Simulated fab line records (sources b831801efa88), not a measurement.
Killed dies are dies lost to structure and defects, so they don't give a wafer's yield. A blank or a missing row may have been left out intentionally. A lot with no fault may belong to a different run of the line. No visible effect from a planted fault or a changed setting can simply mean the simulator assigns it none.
What tool caused it? / flow gf180mcu / route of 602 steps, sampled at 1 step: 12 lots, 36 wafers

== WHAT THE GAUGES READ, wafer by wafer ==
GF_STI_THK_MEAS_04.
lot=L075; measured=day 1 19:56; on=film_metro-04; STI_CVD_03_THK (nm)=204.8 204.4 206.1
lot=L077; measured=day 2 04:59; on=film_metro-03; STI_CVD_03_THK (nm)=207.7 206.9 207.2
lot=L079; measured=day 2 14:34; on=film_metro-01; STI_CVD_03_THK (nm)=209.6 208.6 208.9
lot=L081; measured=day 3 00:35; on=film_metro-04; STI_CVD_03_THK (nm)=204.0 206.1 205.6
lot=L083; measured=day 3 11:05; on=film_metro-03; STI_CVD_03_THK (nm)=207.9 208.9 208.1
lot=L085; measured=day 3 20:37; on=film_metro-04; STI_CVD_03_THK (nm)=207.2 205.4 206.9
lot=L087; measured=day 4 06:42; on=film_metro-01; STI_CVD_03_THK (nm)=200.6 201.1 198.5
lot=L089; measured=day 4 16:34; on=film_metro-01; STI_CVD_03_THK (nm)=209.6 209.6 208.7
lot=L091; measured=day 5 03:34; on=film_metro-01; STI_CVD_03_THK (nm)=200.6 201.6 202.1
lot=L093; measured=day 5 12:35; on=film_metro-01; STI_CVD_03_THK (nm)=206.2 207.1 206.2
lot=L095; measured=day 5 22:34; on=film_metro-03; STI_CVD_03_THK (nm)=206.0 205.3 205.4
lot=L097; measured=day 6 08:34; on=film_metro-04; STI_CVD_03_THK (nm)=207.7 207.9 207.9

== WHAT TOOL EACH LOT RAN ON (gives the tool, then ch and the chambers of the sampled wafers, and finally the start) ==
Record: no process step prior to these readings.

== THE ANSWER, worked out from the rows above alone ==
Rule: usual is defined by the lots themselves. The widest of any qualifying gaps counts: lots, ordered by their means at a reading, are off when they make up no more than a third of the lots, leave a main group of 4 or more, and stand apart from it by 3 or more times the standard deviation of that group's means. If all means in a main group match to the digits the tables above print for the reading, that group is not used. Also off: a lot with no number at a reading for which 4 or more lots have one. Where the step has rows for the other lots, those lots are counted as sound.
Across all readings shown, no lot is off: no conclusion can be drawn from this.

== WHAT THE SIMULATOR PUT IN ==
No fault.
